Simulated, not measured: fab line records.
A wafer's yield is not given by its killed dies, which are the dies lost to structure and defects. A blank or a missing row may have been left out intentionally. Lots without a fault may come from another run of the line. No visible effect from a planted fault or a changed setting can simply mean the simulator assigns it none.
fab line records	flow sky130
record: lots: 24	wafers: 72	lastDay: 50
route steps=708 shown FIELD_ISO@1 PWDE@52 NWELL@78 VT_ADJUST_NCORE@126
lots that met no fault: from a run of the same line without faults
startH: the number of hours between the record's first day and the start of the first shown wafer of the lot	waitH: time in hours since the lot's previous step	" unchanged from the row above	L1.1+2: several wafers, shown together as one row	- either no value or no given start	* or withheld: withheld	< > ~ a bound
route shown NAME@n: NAME is a module with steps in the file, n the number in the route of the first one	usual: average and standard deviation across the fault-free wafers	same: alike in all rows	chamber/n: place in a boat	sites: per-site readings	_std_site: standard deviation across them	_edge_site: the outer-site mean with the inner-site mean subtracted	radiusMm: for every site, how far away it sits from the centre of the wafer	mask NAME#n: copy n	behind: tool/chamber where the wafer was last shaped	hold: what put the lot on hold/how long, in hours/how the hold closed	device: whichever transistor did not switch (one of n, p or np)	end of line: at the end of the route, the tests of the same wafers	where a step has no rows: the recipe by itself	killed: count of dies lost to structure and defects at first sort (not the wafer's yield)	map: dies across one wafer; x = killed, . = not, _ = none there
set.NAME: the run value of the setting; set.NAME@STEP: its run value at that earlier step	model.NAME: the simulator's own value behind a step, which no gauge read
one table for each step of the route and one row for each wafer, over a sample of lots
services: the hour from which a tool's chamber was out of use, counted from the record's first day as startH (under 0 if before that day), plus the number of hours and why
== steps ==
step: SKY_FIELD_ISO_BOW_MEAS_00
recipe: mode: bow
usual: INCOMING_BOW: 1/6.1
lot.wafer	tool	chamber	startH	waitH	INCOMING_BOW[um]
L074.1	filmMetro-03	-	10.00	-	-12
L074.2	"	-	"	"	2
L074.3	"	-	"	"	2
L075.2	filmMetro-02	-	15.02	-	-4
L075.4	"	-	"	"	1
L075.5	"	-	"	"	-4
L076.2	filmMetro-02	-	20.02	-	3
L076.3	"	-	"	"	0
L076.6	"	-	"	"	16
L077.1	filmMetro-02	-	25.00	-	0
L077.3	"	-	"	"	-14
L077.4	"	-	"	"	-4
L078.3	filmMetro-02	-	30.04	-	-2
L078.5	"	-	"	"	-8
L078.6	"	-	"	"	3
L079.1	filmMetro-01	-	35.00	-	3
L079.3	"	-	"	"	-3
L079.4	"	-	"	"	-2
L080.3	filmMetro-02	-	40.04	-	0
L080.4	"	-	"	"	15
L080.5	"	-	"	"	5
L081.1	filmMetro-03	-	45.00	-	-3
L081.2	"	-	"	"	5
L081.4	"	-	"	"	5
L082.2	filmMetro-02	-	50.02	-	3
L082.3	"	-	"	"	8
L082.4	"	-	"	"	-1
L083.1	filmMetro-01	-	55.00	-	-11
L083.2	"	-	"	"	6
L083.5	"	-	"	"	6
L084.2	filmMetro-01	-	60.02	-	5
L084.3	"	-	"	"	4
L084.5	"	-	"	"	8
L085.2	filmMetro-03	-	65.02	-	0
L085.5	"	-	"	"	-2
L085.6	"	-	"	"	-4
L086.2	filmMetro-02	-	70.02	-	5
L086.4	"	-	"	"	-4
L086.5	"	-	"	"	2
L087.3	filmMetro-03	-	75.04	-	2
L087.4	"	-	"	"	1
L087.6	"	-	"	"	2
L088.1	filmMetro-03	-	80.00	-	-6
L088.3	"	-	"	"	6
L088.6	"	-	"	"	-4
L089.2	filmMetro-01	-	85.02	-	5
L089.4	"	-	"	"	-1
L089.5	"	-	"	"	8
L090.2	filmMetro-03	-	90.02	-	2
L090.5	"	-	"	"	4
L090.6	"	-	"	"	3
L091.1	filmMetro-03	-	95.00	-	-6
L091.2	"	-	"	"	5
L091.4	"	-	"	"	2
L092.2	filmMetro-03	-	100.02	-	3
L092.4	"	-	"	"	4
L092.5	"	-	"	"	-3
L093.1	filmMetro-01	-	105.00	-	11
L093.2	"	-	"	"	-9
L093.3	"	-	"	"	-9
L094.3	filmMetro-03	-	110.04	-	1
L094.4	"	-	"	"	4
L094.5	"	-	"	"	13
L095.1	filmMetro-03	-	115.00	-	-3
L095.4	"	-	"	"	-6
L095.5	"	-	"	"	0
L096.1	filmMetro-03	-	120.00	-	8
L096.2	"	-	"	"	6
L096.3	"	-	"	"	-2
L097.1	filmMetro-02	-	125.00	-	10
L097.4	"	-	"	"	-7
L097.5	"	-	"	"	-1
step: SKY_FIELD_ISO_ETCH_17
recipe: targetDepthA: 3420	maskMaterial: Si3N4	chemistry: HBr/Cl2/O2	target: Si	taperDeg: 5	icpW: 600	biasW: 150	pressureMtorr: 15	HBr_flow_sccm: 150	Cl2_flow_sccm: 40	O2_flow_sccm: 6	timeS: 97.7
usual: drypumpMotorCurrentA: 5.8/0.47	oesProductAu: 1.001/0.0073	throttleValvePct: 25.656/0.01
lot.wafer	tool	chamber	startH	waitH	drypumpMotorCurrentA	oesProductAu	rfHoursCounterH	throttleValvePct
L074.1	rieSi-01	1	30.32	0.1	5.5	1.012	1	25.637
L074.2	"	3	"	"	6.1	1.003	48	25.653
L074.3	"	0	"	"	6.5	0.996	1	25.652
L075.2	rieSi-01	0	34.33	0.1	6.5	0.999	1	25.656
L075.4	"	2	"	"	5.5	1.003	51	25.627
L075.5	"	1	"	"	5.5	1.015	-	25.654
L076.2	rieSi-01	2	39.37	0.1	5.5	1.004	51	25.664
L076.3	"	0	"	"	6.5	1.000	1	25.663
L076.6	"	2	"	"	5.5	1.019	-	25.649
L077.1	rieSi-01	0	45.08	0.1	6.6	0.997	1	25.656
L077.3	"	3	"	"	6.1	0.999	49	25.658
L077.4	"	2	"	"	5.5	0.999	51	25.655
L078.3	rieSi-01	2	51.06	0.0	5.5	0.994	51	25.647
L078.5	"	1	"	"	5.5	0.996	-	25.655
L078.6	"	0	"	"	6.6	1.001	-	25.662
L079.1	rieSi-01	1	56.46	0.1	5.5	1.006	1	25.653
L079.3	"	3	"	"	6.1	0.996	49	25.661
L079.4	"	2	"	"	5.5	0.999	51	25.656
L080.3	rieSi-01	1	59.52	0.0	5.5	1.010	2	25.664
L080.4	"	2	"	"	5.5	0.995	52	25.652
L080.5	"	0	"	"	6.6	0.998	-	25.666
L081.1	rieSi-01	3	80.37	15.1	6.1	0.999	49	25.655
L081.2	"	0	"	"	6.6	0.998	1	25.667
L081.4	"	2	"	"	5.5	0.979	52	25.658
L082.2	rieSi-01	1	80.45	5.5	5.5	1.006	2	25.634
L082.3	"	0	"	"	6.6	0.989	1	25.672
L082.4	"	3	"	"	6.1	0.994	49	25.649
L083.1	rieSi-01	0	80.52	3.0	6.5	1.000	1	25.664
L083.2	"	2	"	"	5.5	0.992	52	25.667
L083.5	"	2	"	"	5.5	0.992	-	25.653
L084.2	rieSi-01	1	82.97	0.1	5.4	1.012	2	25.655
L084.3	"	3	"	"	6.1	1.003	49	25.641
L084.5	"	2	"	"	5.5	1.000	-	25.674
L085.2	rieSi-01	0	85.66	0.1	6.6	0.996	2	25.658
L085.5	"	3	"	"	6.1	1.004	-	25.661
L085.6	"	0	"	"	6.6	1.004	-	25.643
L086.2	rieSi-01	2	90.37	0.1	5.5	0.997	52	25.646
L086.4	"	0	"	"	6.5	0.998	2	25.662
L086.5	"	3	"	"	6.1	0.993	-	25.683
L087.3	rieSi-01	1	95.51	0.0	5.6	1.008	2	25.657
L087.4	"	0	"	"	6.6	1.012	2	25.647
L087.6	"	2	"	"	5.5	0.998	-	25.662
L088.1	rieSi-01	2	102.03	0.1	5.5	1.003	52	25.657
L088.3	"	1	"	"	5.5	1.006	2	25.640
L088.6	"	1	"	"	5.5	1.014	-	25.644
L089.2	rieSi-01	2	107.57	0.1	5.5	0.991	52	25.672
L089.4	"	0	"	"	6.6	0.999	2	25.664
L089.5	"	3	"	"	6.1	1.003	-	25.647
L090.2	rieSi-02	0	111.92	0.1	5.3	1.004	117	25.614
L090.5	"	1	"	"	5.7	0.982	-	25.654
L090.6	"	0	"	"	5.3	0.999	-	25.654
L091.1	rieSi-01	3	122.77	0.1	6.1	1.004	50	25.659
L091.2	"	2	"	"	5.5	0.995	52	25.641
L091.4	"	0	"	"	6.5	0.999	2	25.671
L092.2	rieSi-02	2	123.48	0.1	4.9	0.999	85	25.668
L092.4	"	0	"	"	5.3	0.991	117	25.669
L092.5	"	0	"	"	5.3	1.000	-	25.659
L093.1	rieSi-01	0	129.23	0.1	6.6	0.992	2	25.651
L093.2	"	3	"	"	6.1	1.007	50	25.652
L093.3	"	1	"	"	5.5	1.009	2	25.663
L094.3	rieSi-01	3	134.18	0.0	6.1	0.997	50	25.676
L094.4	"	1	"	"	5.4	1.010	2	25.638
L094.5	"	0	"	"	6.6	0.994	-	25.647
L095.1	rieSi-02	0	138.11	0.1	5.3	1.006	117	25.651
L095.4	"	2	"	"	4.9	1.000	85	25.653
L095.5	"	1	"	"	5.7	0.997	-	25.657
L096.1	rieSi-01	0	143.31	0.1	6.5	0.999	2	25.660
L096.2	"	1	"	"	5.5	1.001	3	25.660
L096.3	"	2	"	"	5.5	0.992	53	25.658
L097.1	rieSi-02	1	147.51	0.1	5.7	1.005	111	25.662
L097.4	"	0	"	"	5.3	0.997	117	25.654
L097.5	"	1	"	"	5.7	1.001	-	25.651
step: SKY_PWDE_OVL_MEAS_07
usual: PWDE_OVL: 0.5/1.4
lot.wafer	tool	chamber	startH	waitH	PWDE_OVL[nm]
L074.1	overlay-01	-	68.06	-	-0.3
L074.2	"	-	"	"	-1.7
L074.3	"	-	"	"	-1.9
L075.2	overlay-01	-	71.97	-	0.3
L075.4	"	-	"	"	-1.5
L075.5	"	-	"	"	-1.3
L076.2	overlay-02	-	77.10	-	0.4
L076.3	"	-	"	"	-0.2
L076.6	"	-	"	"	0.9
L077.1	overlay-02	-	83.71	-	4.3
L077.3	"	-	"	"	3.6
L077.4	"	-	"	"	1.9
L078.3	overlay-02	-	92.36	-	-1.4
L078.5	"	-	"	"	-1.6
L078.6	"	-	"	"	-0.7
L079.1	overlay-01	-	95.56	-	1.3
L079.3	"	-	"	"	-0.3
L079.4	"	-	"	"	0.3
L080.3	overlay-01	-	98.71	-	-0.3
L080.4	"	-	"	"	1.5
L080.5	"	-	"	"	2.4
L081.1	overlay-01	-	120.91	-	0.9
L081.2	"	-	"	"	0.1
L081.4	"	-	"	"	-0.2
L083.1	overlay-01	-	124.05	-	2.0
L083.2	"	-	"	"	2.0
L083.5	"	-	"	"	1.7
L082.2	overlay-01	-	124.33	-	2.0
L082.3	"	-	"	"	2.0
L082.4	"	-	"	"	3.0
L084.2	overlay-01	-	126.25	-	-0.9
L084.3	"	-	"	"	-0.3
L084.5	"	-	"	"	0.7
L085.2	overlay-01	-	134.60	-	-0.3
L085.5	"	-	"	"	1.6
L085.6	"	-	"	"	0.9
L086.2	overlay-01	-	141.60	-	0.2
L086.4	"	-	"	"	0.8
L086.5	"	-	"	"	-0.9
L087.3	overlay-02	-	149.99	-	1.3
L087.4	"	-	"	"	1.8
L087.6	"	-	"	"	-0.6
L088.1	overlay-01	-	152.40	-	-0.9
L088.3	"	-	"	"	1.6
L088.6	"	-	"	"	0.6
L089.2	overlay-02	-	154.57	-	-0.2
L089.4	"	-	"	"	-0.3
L089.5	"	-	"	"	-1.5
L090.2	overlay-01	-	159.87	-	-0.5
L090.5	"	-	"	"	1.1
L090.6	"	-	"	"	-0.7
L091.1	overlay-01	-	166.91	-	1.4
L091.2	"	-	"	"	-0.5
L091.4	"	-	"	"	0.9
L092.2	overlay-01	-	168.78	-	-2.5
L092.4	"	-	"	"	0.0
L092.5	"	-	"	"	-1.8
L093.1	overlay-01	-	174.86	-	2.2
L093.2	"	-	"	"	0.1
L093.3	"	-	"	"	1.7
L094.3	overlay-02	-	181.76	-	2.1
L094.4	"	-	"	"	2.6
L094.5	"	-	"	"	0.2
L095.1	overlay-01	-	188.00	-	-0.1
L095.4	"	-	"	"	0.0
L095.5	"	-	"	"	2.7
L096.1	overlay-02	-	194.55	-	1.0
L096.2	"	-	"	"	2.6
L096.3	"	-	"	"	0.6
L097.1	overlay-01	-	196.65	-	1.8
L097.4	"	-	"	"	3.0
L097.5	"	-	"	"	1.4
step: SKY_NWELL_STRIP_25
recipe: chemistry: O2/N2	powerW: 1400	pressureMtorr: 1500	platenTempC: withheld	o2FlowSccm: 3000	n2FlowSccm: 300	overashFraction: 0.5
usual: drypumpMotorCurrentA: 5.6/0.56	oesProductAu: 0.722/0.0044	stripTimeToEndpointS: 36.97/0.086
lot.wafer	tool	chamber	startH	waitH	drypumpMotorCurrentA	oesProductAu	rfHoursCounterH	stripTimeToEndpointS
L074.1	plasmaAsher-01	0	102.21	0.1	5.3	0.723	43	37.02
L074.2	"	1	"	"	6.1	0.719	43	36.98
L074.3	"	0	"	"	5.3	0.723	-	37.07
L075.2	plasmaAsher-04	1	107.26	0.1	4.7	0.727	29	36.86
L075.4	"	1	"	"	4.7	0.720	-	36.93
L075.5	"	0	"	"	5.0	0.720	-	36.86
L076.2	plasmaAsher-04	1	110.76	0.1	4.7	0.727	29	37.09
L076.3	"	1	"	"	4.7	0.723	-	36.99
L076.6	"	1	"	"	4.7	0.728	-	36.99
L077.1	plasmaAsher-02	1	118.96	0.1	6.2	0.720	42	36.97
L077.3	"	0	"	"	5.7	0.730	-	36.91
L077.4	"	1	"	"	6.2	0.719	-	36.98
L078.3	plasmaAsher-04	1	128.31	0.1	4.7	0.729	-	36.95
L078.5	"	0	"	"	5.0	0.717	-	36.93
L078.6	"	1	"	"	4.7	0.724	-	36.90
L079.1	plasmaAsher-02	0	131.13	0.1	5.8	0.725	43	36.93
L079.3	"	0	"	"	5.7	0.723	-	37.01
L079.4	"	1	"	"	6.2	0.726	-	36.98
L080.3	plasmaAsher-01	1	136.45	0.1	6.1	0.723	-	37.06
L080.4	"	0	"	"	5.3	0.729	-	37.15
L080.5	"	1	"	"	6.1	0.716	-	37.06
L081.1	plasmaAsher-02	0	159.70	0.1	5.8	0.726	46	36.96
L081.2	"	1	"	"	6.2	0.719	46	36.95
L081.4	"	1	"	"	6.2	0.719	-	36.95
L083.1	plasmaAsher-04	1	162.65	0.1	4.7	0.717	34	36.94
L083.2	"	0	"	"	5.0	0.716	34	36.81
L083.5	"	1	"	"	4.7	0.723	-	37.06
L082.2	plasmaAsher-02	0	163.26	0.1	5.8	0.719	47	36.91
L082.3	"	1	"	"	6.2	0.720	-	36.97
L082.4	"	0	"	"	5.8	0.720	-	37.07
L084.2	plasmaAsher-01	0	166.08	0.1	5.3	0.725	5	36.89
L084.3	"	1	"	"	6.1	0.719	-	36.91
L084.5	"	1	"	"	6.1	0.722	-	36.79
L085.2	plasmaAsher-01	0	174.31	0.1	5.3	0.719	6	36.92
L085.5	"	0	"	"	5.3	0.723	-	37.02
L085.6	"	1	"	"	6.1	0.710	-	37.00
L086.2	plasmaAsher-01	1	182.28	0.1	6.0	0.722	7	37.01
L086.4	"	1	"	"	6.1	0.724	-	36.96
L086.5	"	1	"	"	6.1	0.718	-	36.87
L087.3	plasmaAsher-02	1	191.56	0.1	6.2	0.720	-	36.95
L087.4	"	0	"	"	5.8	0.722	-	36.76
L087.6	"	1	"	"	6.2	0.725	-	36.81
L088.1	plasmaAsher-02	0	193.61	0.1	5.8	0.725	50	36.92
L088.3	"	1	"	"	6.2	0.726	-	36.89
L088.6	"	1	"	"	6.2	0.724	-	36.95
L089.2	plasmaAsher-02	0	196.82	0.1	5.8	0.715	50	37.04
L089.4	"	0	"	"	5.8	0.722	-	36.89
L089.5	"	1	"	"	6.2	0.723	-	36.92
L090.2	plasmaAsher-04	1	201.75	0.1	4.7	0.720	39	36.95
L090.5	"	0	"	"	5.0	0.715	-	36.84
L090.6	"	1	"	"	4.7	0.717	-	36.97
L091.1	plasmaAsher-02	0	208.66	0.1	5.8	0.720	52	36.92
L091.2	"	1	"	"	6.2	0.722	52	37.02
L091.4	"	1	"	"	6.2	0.723	-	36.96
L092.2	plasmaAsher-02	0	210.50	0.1	5.8	0.727	52	37.03
L092.4	"	0	"	"	5.8	0.719	-	37.10
L092.5	"	1	"	"	6.2	0.718	-	37.07
L093.1	plasmaAsher-02	1	218.30	0.1	6.2	0.717	53	36.89
L093.2	"	0	"	"	5.8	0.717	53	37.04
L093.3	"	0	"	"	5.8	0.726	-	36.85
L094.3	plasmaAsher-04	1	224.70	0.1	4.7	0.724	-	36.98
L094.4	"	0	"	"	5.0	0.723	-	36.94
L094.5	"	1	"	"	4.7	0.719	-	36.94
L095.1	plasmaAsher-01	0	232.06	0.1	5.3	0.723	7	37.04
L095.4	"	1	"	"	6.0	0.718	-	37.07
L095.5	"	1	"	"	6.1	0.729	-	37.06
L096.1	plasmaAsher-04	0	239.15	0.1	5.0	0.720	43	37.14
L096.2	"	1	"	"	4.7	0.719	43	37.10
L096.3	"	1	"	"	4.7	0.716	-	37.07
L097.1	plasmaAsher-02	0	240.50	0.1	5.8	0.736	56	37.01
L097.4	"	1	"	"	6.2	0.722	-	36.98
L097.5	"	0	"	"	5.8	0.718	-	36.93
step: SKY_NWELL_RTA_28
recipe: tempC: 1050	timeS: 30	idleTempC: 650	rampUpCPerS: 150	rampDownCPerS: 90	ambient: N2
usual: lampPowerPct: 25.30/0.056	wafer_temp_C_max: 1054.9/0.93
lot.wafer	tool	chamber	startH	waitH	lampPowerPct	wafer_temp_C_max
L074.1	rtpAnneal-01	0	102.42	0.0	25.37	1054.8
L074.2	"	0	"	"	25.21	1055.1
L074.3	"	0	"	"	25.35	1054.8
L075.2	rtpAnneal-02	0	107.50	0.0	25.30	1055.4
L075.4	"	0	"	"	25.26	1054.5
L075.5	"	0	"	"	25.31	1058.2
L076.2	rtpAnneal-01	0	110.99	0.0	25.36	1054.4
L076.3	"	0	"	"	25.48	1054.3
L076.6	"	0	"	"	25.20	1053.2
L077.1	rtpAnneal-01	0	119.18	0.0	25.33	1056.6
L077.3	"	0	"	"	25.41	1055.6
L077.4	"	0	"	"	25.25	1054.7
L078.3	rtpAnneal-01	0	128.52	0.0	25.28	1054.3
L078.5	"	0	"	"	25.28	1055.2
L078.6	"	0	"	"	25.34	1054.6
L079.1	rtpAnneal-02	0	131.34	0.0	25.24	1053.8
L079.3	"	0	"	"	25.35	1055.1
L079.4	"	0	"	"	25.28	1054.3
L080.3	rtpAnneal-02	0	136.66	0.0	25.28	1054.3
L080.4	"	0	"	"	25.29	1055.5
L080.5	"	0	"	"	25.24	1054.7
L081.1	rtpAnneal-02	0	159.91	0.0	25.28	1054.6
L081.2	"	0	"	"	25.28	1055.0
L081.4	"	0	"	"	25.23	1054.5
L083.1	rtpAnneal-01	0	162.86	0.0	25.28	1054.4
L083.2	"	0	"	"	25.22	1056.3
L083.5	"	0	"	"	25.31	1056.0
L082.2	rtpAnneal-02	0	163.49	0.0	25.31	1054.0
L082.3	"	0	"	"	25.34	1056.7
L082.4	"	0	"	"	25.35	1054.4
L084.2	rtpAnneal-01	0	166.30	0.0	25.27	1055.1
L084.3	"	0	"	"	25.26	1055.6
L084.5	"	0	"	"	25.28	1055.8
L085.2	rtpAnneal-02	0	174.59	0.0	25.34	1054.8
L085.5	"	0	"	"	25.25	1053.6
L085.6	"	0	"	"	25.27	1054.5
L086.2	rtpAnneal-02	0	182.55	0.0	25.34	1054.0
L086.4	"	0	"	"	25.26	1054.8
L086.5	"	0	"	"	25.35	1054.2
L087.3	rtpAnneal-02	0	191.82	0.0	25.28	1052.9
L087.4	"	0	"	"	25.28	1054.3
L087.6	"	0	"	"	25.40	1054.3
L088.1	rtpAnneal-01	0	193.88	0.0	25.32	1054.1
L088.3	"	0	"	"	25.32	1054.4
L088.6	"	0	"	"	25.26	1056.2
L089.2	rtpAnneal-02	0	197.11	0.0	25.33	1055.2
L089.4	"	0	"	"	25.32	1055.2
L089.5	"	0	"	"	25.30	1053.2
L090.2	rtpAnneal-02	0	202.03	0.0	25.29	1054.8
L090.5	"	0	"	"	25.37	1055.1
L090.6	"	0	"	"	25.33	1055.3
L091.1	rtpAnneal-02	0	208.87	0.0	25.33	1054.8
L091.2	"	0	"	"	25.23	1056.0
L091.4	"	0	"	"	25.30	1055.0
L092.2	rtpAnneal-01	0	210.72	0.0	25.23	1054.3
L092.4	"	0	"	"	25.37	1055.5
L092.5	"	0	"	"	25.27	1055.2
L093.1	rtpAnneal-02	0	218.56	0.0	25.34	1055.6
L093.2	"	0	"	"	25.37	1054.9
L093.3	"	0	"	"	25.39	1055.0
L094.3	rtpAnneal-01	0	224.91	0.0	25.29	1054.6
L094.4	"	0	"	"	25.35	1053.7
L094.5	"	0	"	"	25.25	1054.3
L095.1	rtpAnneal-01	0	232.28	0.0	25.27	1052.9
L095.4	"	0	"	"	25.26	1055.3
L095.5	"	0	"	"	25.23	1054.4
L096.1	rtpAnneal-01	0	239.36	0.0	25.22	1054.5
L096.2	"	0	"	"	25.31	1053.7
L096.3	"	0	"	"	25.43	1057.6
L097.1	rtpAnneal-02	0	240.76	0.0	25.34	1055.4
L097.4	"	0	"	"	25.32	1055.2
L097.5	"	0	"	"	25.19	1053.9
step: SKY_VT_ADJUST_NCORE_CD_MEAS_07
recipe: targetCdNm: 380
usual: cdNm: 379.4/3
lot.wafer	tool	chamber	startH	waitH	cdNm
L074.1	cdSem-01	-	177.20	0.1	379.0
L074.2	"	-	"	"	378.1
L074.3	"	-	"	"	378.1
L075.2	cdSem-02	-	185.27	0.1	383.6
L075.4	"	-	"	"	382.9
L075.5	"	-	"	"	381.7
L076.2	cdSem-01	-	189.63	0.1	379.7
L076.3	"	-	"	"	379.0
L076.6	"	-	"	"	377.0
L077.1	cdSem-02	-	197.30	0.1	382.6
L077.3	"	-	"	"	384.0
L077.4	"	-	"	"	379.2
L078.3	cdSem-01	-	208.35	0.1	380.8
L078.5	"	-	"	"	379.4
L078.6	"	-	"	"	379.3
L079.1	cdSem-02	-	213.06	0.1	379.8
L079.3	"	-	"	"	381.2
L079.4	"	-	"	"	381.8
L080.3	cdSem-02	-	218.09	0.1	375.1
L080.4	"	-	"	"	375.3
L080.5	"	-	"	"	377.5
L081.1	cdSem-01	-	245.40	0.1	378.7
L081.2	"	-	"	"	376.9
L081.4	"	-	"	"	377.7
L083.1	cdSem-01	-	250.01	0.1	378.2
L083.2	"	-	"	"	378.0
L083.5	"	-	"	"	377.8
L082.2	cdSem-02	-	250.05	0.1	374.7
L082.3	"	-	"	"	375.3
L082.4	"	-	"	"	374.1
L084.2	cdSem-01	-	253.02	0.1	380.2
L084.3	"	-	"	"	377.7
L084.5	"	-	"	"	379.0
L085.2	cdSem-01	-	263.14	0.2	384.7
L085.5	"	-	"	"	386.0
L085.6	"	-	"	"	386.0
L086.2	cdSem-01	-	271.62	0.1	378.8
L086.4	"	-	"	"	382.8
L086.5	"	-	"	"	379.1
L087.3	cdSem-01	-	281.94	0.1	373.6
L087.4	"	-	"	"	375.4
L087.6	"	-	"	"	374.2
L088.1	cdSem-01	-	285.68	0.1	374.5
L088.3	"	-	"	"	375.6
L088.6	"	-	"	"	376.9
L089.2	cdSem-02	-	290.53	0.1	381.7
L089.4	"	-	"	"	380.2
L089.5	"	-	"	"	380.1
L090.2	cdSem-01	-	294.53	0.1	378.8
L090.5	"	-	"	"	374.8
L090.6	"	-	"	"	376.8
L091.1	cdSem-02	-	303.11	0.1	382.0
L091.2	"	-	"	"	383.5
L091.4	"	-	"	"	383.5
L092.2	cdSem-02	-	305.58	0.1	378.7
L092.4	"	-	"	"	377.2
L092.5	"	-	"	"	378.0
L093.1	cdSem-02	-	315.81	0.1	378.7
L093.2	"	-	"	"	380.4
L093.3	"	-	"	"	381.0
L094.3	cdSem-02	-	320.62	0.1	385.3
L094.4	"	-	"	"	386.8
L094.5	"	-	"	"	384.7
L095.1	cdSem-01	-	330.83	0.1	378.9
L095.4	"	-	"	"	378.1
L095.5	"	-	"	"	378.2
L096.1	cdSem-01	-	339.60	0.1	380.2
L096.2	"	-	"	"	379.8
L096.3	"	-	"	"	378.6
L097.1	cdSem-01	-	341.06	0.1	378.1
L097.4	"	-	"	"	381.0
L097.5	"	-	"	"	379.4
== services ==
tool	chamber	startH	hours	kind
rieSi-01	-	21.56	2.8	pm
rieSi-02	-	30.36	80.6	repair
rieSi-01	-	64.77	15.6	pm
plasmaAsher-02	-	68.04	2.4	repair
rieSi-01	-	90.48	0.1	repair
plasmaAsher-01	-	108.75	9.0	pm
plasmaAsher-01	0	108.75	9.0	ventCycle
plasmaAsher-01	1	108.75	9.0	ventCycle
plasmaAsher-01	0	117.75	-	clean
plasmaAsher-01	1	117.75	-	clean
plasmaAsher-04	-	136.16	1.2	repair
plasmaAsher-01	-	182.41	14.6	pm
plasmaAsher-01	-	197.01	28.1	pm
rieSi-02	0	222.05	-	clean
rieSi-02	0	222.05	44.2	scheduledDown
rieSi-02	0	222.05	44.2	ventCycle
== key ==
fault none
